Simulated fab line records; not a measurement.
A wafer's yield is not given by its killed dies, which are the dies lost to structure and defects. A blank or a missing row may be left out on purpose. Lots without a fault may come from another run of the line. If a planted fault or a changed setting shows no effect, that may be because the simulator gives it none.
What tool caused it? + flow sfqLine + 42 wafers from 15 lots sampled at 5 of the route's 325 steps

## WHAT EACH GAUGE READ, for each wafer
SFQ_M6_RS_MEAS_938: measures by four-point-probe. Usual: for M6_NB_RS the level is 0.890 ohm/sq and the standard deviation is 0.012.
| lot  | measured     | on           | M6_NB_RS (ohm/sq) | flag |
|------|--------------|--------------|-------------------|------|
| L541 | day 68 11:41 | filmMetro-03 | 0.902 0.908 0.912 |      |
| L543 | day 70 06:20 | filmMetro-01 | 0.874 0.889 0.866 |      |
| L544 | day 70 13:29 | filmMetro-03 | 0.869 0.885 0.878 |      |
| L545 | day 70 14:50 | filmMetro-04 | 0.868 0.875 0.861 |      |
| L546 | day 70 16:01 | filmMetro-01 | 0.877 0.880 0.872 |      |
| L547 | day 70 17:14 | filmMetro-04 | 0.885 0.897 0.883 |      |
| L548 | day 70 19:26 | filmMetro-01 | 0.871 0.898 0.890 |      |
| L549 | day 70 20:37 | filmMetro-03 | 0.906 0.900 0.906 |      |
| L551 | day 72 22:47 | filmMetro-01 | 0.886 0.892 0.895 |      |
| L552 | day 73 02:17 | filmMetro-03 | 0.911 0.902 0.888 |      |
| L559 | day 76 08:13 | filmMetro-01 | 0.877 0.888       |      |
| L560 | day 77 12:19 | filmMetro-03 | 0.911 0.885       |      |
| L561 | day 78 15:31 | filmMetro-04 | 0.898 0.910       |      |
| L562 | day 78 17:53 | filmMetro-03 | 0.898 0.899 0.892 |      |
| L564 | day 78 21:56 | filmMetro-01 | 0.871 0.885 0.913 |      |

SFQ_M8_BOW_MEAS_951. Usual: for M8_BOW the level is 9 um and the standard deviation is 11.
| lot  | measured     | on           | M8_BOW (um) | flag |
|------|--------------|--------------|-------------|------|
| L541 | day 86 04:26 | filmMetro-03 | -8 -2 -4    |      |
| L543 | day 86 08:05 | filmMetro-01 | 4 9 19      |      |
| L544 | day 86 11:38 | filmMetro-04 | -1 6 0      |      |
| L545 | day 86 12:52 | filmMetro-03 | 13 20 24    |      |
| L546 | day 86 17:46 | filmMetro-04 | 17 31 29    |      |
| L547 | day 86 19:07 | filmMetro-03 | 12 16 11    |      |
| L548 | day 87 01:21 | filmMetro-01 | 6 -4 4      |      |
| L549 | day 87 02:32 | filmMetro-04 | 3 16 0      |      |
| L551 | day 87 14:20 | filmMetro-03 | 5 -10 -5    |      |
| L552 | day 87 16:50 | filmMetro-01 | 27 17 17    |      |
| L559 | day 92 04:14 | filmMetro-04 | 19 20       |      |
| L560 | day 92 13:52 | filmMetro-03 | 5 5         |      |
| L561 | day 94 17:35 | filmMetro-04 | 3 16        |      |
| L562 | day 94 19:58 | filmMetro-04 | 4 0 -3      |      |
| L564 | day 95 00:45 | filmMetro-01 | 4 -2 11     |      |

## EACH LOT AND THE TOOL THAT RAN IT (in order: tool; ch and the chambers of the sampled wafers; start)
| lot  | SFQ_TRILAYER_I0_DEP_PECVD_027   | SFQ_TRILAYER_I0_CMP_CMP_028   | SFQ_TRILAYER_I7_VIA_STRIP_STRIP_191 |
|------|---------------------------------|-------------------------------|-------------------------------------|
| L541 | pecvd-04 ch 0,1, day 7 09:08    | cmp-01 ch 0,1,2, day 7 10:55  | rieMetal-02 ch 0,1, day 81 14:38    |
| L543 | pecvd-02 ch 0,2, day 8 00:55    | cmp-02 ch 0,2, day 8 10:09    | rieMetal-01 ch 0,1, day 81 18:20    |
| L544 | pecvd-04 ch 1,2, day 8 09:08    | cmp-01 ch 1,2,3, day 8 18:55  | rieMetal-02 ch 0,1, day 81 20:30    |
| L545 | pecvd-04 ch 0,1, day 8 12:44    | cmp-01 ch 1,2,3, day 8 21:55  | rieMetal-04 ch 0,1, day 82 00:06    |
| L546 | pecvd-02 ch 0,1,2, day 8 21:08  | cmp-02 ch 0,1,2, day 9 07:39  | rieMetal-04 ch 0,1, day 82 02:30    |
| L547 | pecvd-02 ch 0,1, day 9 03:16    | cmp-02 ch 0,2,3, day 9 13:09  | rieMetal-02 ch 0,1, day 82 04:56    |
| L548 | pecvd-04 ch 0,2, day 9 08:47    | cmp-02 ch 1,2, day 9 16:09    | rieMetal-04 ch 0,1, day 86 20:26    |
| L549 | pecvd-02 ch 1,2, day 9 15:35    | cmp-01 ch 2,3, day 9 22:25    | rieMetal-02 ch 0,1, day 86 21:38    |
| L551 | pecvd-01 ch 1,2, day 10 04:28   | cmp-02 ch 0,1,3, day 10 07:09 | rieMetal-04 ch 0,1, day 87 09:38    |
| L552 | pecvd-04 ch 0,2, day 10 11:56   | cmp-02 ch 0,1,3, day 10 16:09 | rieMetal-01 ch 0,1, day 87 12:07    |
| L559 | pecvd-04 ch 0,1, day 11 20:31   | cmp-01 ch 0,2, day 12 03:33   | rieMetal-04 ch 0, day 88 16:44      |
| L560 | pecvd-04 ch 0,1, day 12 05:49   | cmp-02 ch 0,1, day 12 05:53   | rieMetal-04 ch 0,1, day 89 02:32    |
| L561 | pecvd-04 ch 0,2, day 12 11:44   | cmp-02 ch 1,3, day 12 13:23   | rieMetal-04 ch 0,1, day 91 08:10    |
| L562 | pecvd-01 ch 0,1,2, day 12 18:56 | cmp-02 ch 2,3, day 12 19:01   | rieMetal-04 ch 0,1, day 91 11:34    |
| L564 | pecvd-02 ch 0,1, day 13 05:44   | cmp-02 ch 1,2,3, day 13 08:05 | rieMetal-02 ch 0,1, day 91 18:46    |
- SFQ_TRILAYER_I0_DEP_PECVD_027: deposits SiO2 from SiH4/N2O, time 111.11 s, target thk 500 nm.
- SFQ_TRILAYER_I0_CMP_CMP_028: polishes SiO2.
- SFQ_TRILAYER_I7_VIA_STRIP_STRIP_191: strips in O2.

## WHAT THE TOOLS THEMSELVES READ (means of the sampled wafers that have a number; where no wafer has one, the mark that the record gives instead)
SFQ_TRILAYER_I0_DEP_PECVD_027. Usual: heaterPowerW 86 W, standard deviation 18; runLengthS 138.8 s, standard deviation 0.65; showerheadVppV 825 V, standard deviation 38; susceptorTempC 150.00 C, standard deviation 0.15; throttleValvePct 25.2 %, standard deviation 1.7.
| lot  | tool     | heaterPowerW (W) | runLengthS (s) | showerheadVppV (V) | susceptorTempC (C) | throttleValvePct (%) | flag |
|------|----------|------------------|----------------|--------------------|--------------------|----------------------|------|
| L541 | pecvd-04 | 69               | 138.2          | 807                | 150.03             | 25.4                 |      |
| L543 | pecvd-02 | 95               | 138.8          | 820                | 149.97             | 27.3                 |      |
| L544 | pecvd-04 | 93               | 138.2          | 856                | 150.02             | 24.0                 |      |
| L545 | pecvd-04 | 64               | 138.4          | 821                | 150.05             | 25.4                 |      |
| L546 | pecvd-02 | 94               | 139.1          | 823                | 149.96             | 26.6                 |      |
| L547 | pecvd-02 | 107              | 139.6          | 842                | 149.93             | 26.4                 |      |
| L548 | pecvd-04 | 80               | 138.4          | 827                | 150.03             | 25.5                 |      |
| L549 | pecvd-02 | 100              | 138.7          | 770                | 149.98             | 26.3                 |      |
| L551 | pecvd-01 | 77               | 139.0          | 828                | 149.93             | 23.2                 |      |
| L552 | pecvd-04 | 76               | 138.7          | 817                | 149.97             | 25.6                 |      |
| L559 | pecvd-04 | 68               | 146.1          | 822                | 150.25             | 25.9                 | OFF  |
| L560 | pecvd-04 | 64               | 146.1          | 816                | 149.98             | 25.9                 | OFF  |
| L561 | pecvd-04 | 93               | 153.9          | 836                | 150.00             | 25.4                 | OFF  |
| L562 | pecvd-01 | 80               | 139.3          | 832                | 150.01             | 22.7                 |      |
| L564 | pecvd-02 | 103              | 140.1          | 841                | 149.92             | 26.4                 |      |

SFQ_TRILAYER_I0_CMP_CMP_028. Usual: headPressurePsi 3.000 psi, standard deviation 0.0067; motorCurrentA 10.0 A, standard deviation 0.75; timeToEndpointS 208 s, standard deviation 8.8.
| lot  | tool   | headPressurePsi (psi) | motorCurrentA (A) | timeToEndpointS (s) | flag |
|------|--------|-----------------------|-------------------|---------------------|------|
| L541 | cmp-01 | 3.001                 | 10.5              | 209                 |      |
| L543 | cmp-02 | 3.004                 | 9.9               | 205                 |      |
| L544 | cmp-01 | 2.999                 | 9.8               | 216                 |      |
| L545 | cmp-01 | 2.996                 | 10.1              | 213                 |      |
| L546 | cmp-02 | 2.998                 | 9.7               | 198                 |      |
| L547 | cmp-02 | 3.002                 | 10.1              | 209                 |      |
| L548 | cmp-02 | 3.003                 | 9.5               | 211                 |      |
| L549 | cmp-01 | 2.998                 | 10.3              | 223                 |      |
| L551 | cmp-02 | 3.001                 | 10.3              | 212                 |      |
| L552 | cmp-02 | 2.995                 | 10.4              | 198                 |      |
| L559 | cmp-01 | 2.993                 | 10.8              | 238                 | OFF  |
| L560 | cmp-02 | 3.000                 | 10.1              | 226                 |      |
| L561 | cmp-02 | 2.997                 | 10.2              | 252                 | OFF  |
| L562 | cmp-02 | 3.000                 | 9.5               | 206                 |      |
| L564 | cmp-02 | 2.996                 | 9.6               | 203                 |      |

SFQ_TRILAYER_I7_VIA_STRIP_STRIP_191. Usual: drypumpMotorCurrentA 5.8 A, standard deviation 0.39; heBacksideLeakSccm 3.31 sccm, standard deviation 0.21; oesProductAu 1.000 a.u., standard deviation 0.012.
| lot  | tool        | drypumpMotorCurrentA (A) | heBacksideLeakSccm (sccm) | oesProductAu (a.u.) | flag |
|------|-------------|--------------------------|---------------------------|---------------------|------|
| L541 | rieMetal-02 | 6.2                      | 3.35                      | 1.005               |      |
| L543 | rieMetal-01 | 5.4                      | 3.51                      | 1.000               |      |
| L544 | rieMetal-02 | 6.0                      | 3.37                      | 1.007               |      |
| L545 | rieMetal-04 | 5.8                      | 3.22                      | 1.016               |      |
| L546 | rieMetal-04 | 5.9                      | 3.10                      | 1.021               |      |
| L547 | rieMetal-02 | 6.0                      | 3.40                      | 1.001               |      |
| L548 | rieMetal-04 | 5.9                      | 3.12                      | 1.003               |      |
| L549 | rieMetal-02 | 6.2                      | 3.21                      | 0.989               |      |
| L551 | rieMetal-04 | 6.0                      | 3.21                      | 1.002               |      |
| L552 | rieMetal-01 | 5.2                      | 3.85                      | 0.996               |      |
| L559 | rieMetal-04 | 6.2                      | 3.22                      | 0.987               |      |
| L560 | rieMetal-04 | 6.0                      | 3.24                      | 0.991               |      |
| L561 | rieMetal-04 | 6.0                      | 3.26                      | 0.994               |      |
| L562 | rieMetal-04 | 5.9                      | 3.12                      | 0.985               |      |
| L564 | rieMetal-02 | 6.2                      | 3.34                      | 0.992               |      |

## THE ANSWER, worked out from the rows above alone
Rule: a lot is off if the mean of its wafers that have a number lies more than 3 standard deviations from the usual mean. A lot without any number at a reading at which 4 lots or more have one is off too. Any other lot the step has rows for is counted as sound. After the gauges, taken in route order, come the tools' own readings; for these a lot's mean is taken, as printed above. The first step at which some lot is off is used, and at that step the reading that is off furthest; a lot without a number counts as furthest.
Off, at SFQ_TRILAYER_I0_DEP_PECVD_027 on runLengthS: L559, L560, L561.
A tool fits if, at that step or a process step before it, it ran every lot that is off, and no sound lot after the first of them. One fits: SFQ_TRILAYER_I0_DEP_PECVD_027 on pecvd-04. Its last sound lot is L552 (day 10 11:56), its first lot that is off L559 (day 11 20:31): a fault that began between those two fits.
On the lots that are off, the tool's own readings at SFQ_TRILAYER_I0_DEP_PECVD_027 differ by more than 5 times the standard deviation of the sound lots' means, which bears it out; runLengthS reads 148.7 s there versus 138.9 s on the sound lots.

## WHAT THE SIMULATOR HAD INSERTED
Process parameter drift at SFQ_TRILAYER_I0_DEP_PECVD_027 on pecvd-04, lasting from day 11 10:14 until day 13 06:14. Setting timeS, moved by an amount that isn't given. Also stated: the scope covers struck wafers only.
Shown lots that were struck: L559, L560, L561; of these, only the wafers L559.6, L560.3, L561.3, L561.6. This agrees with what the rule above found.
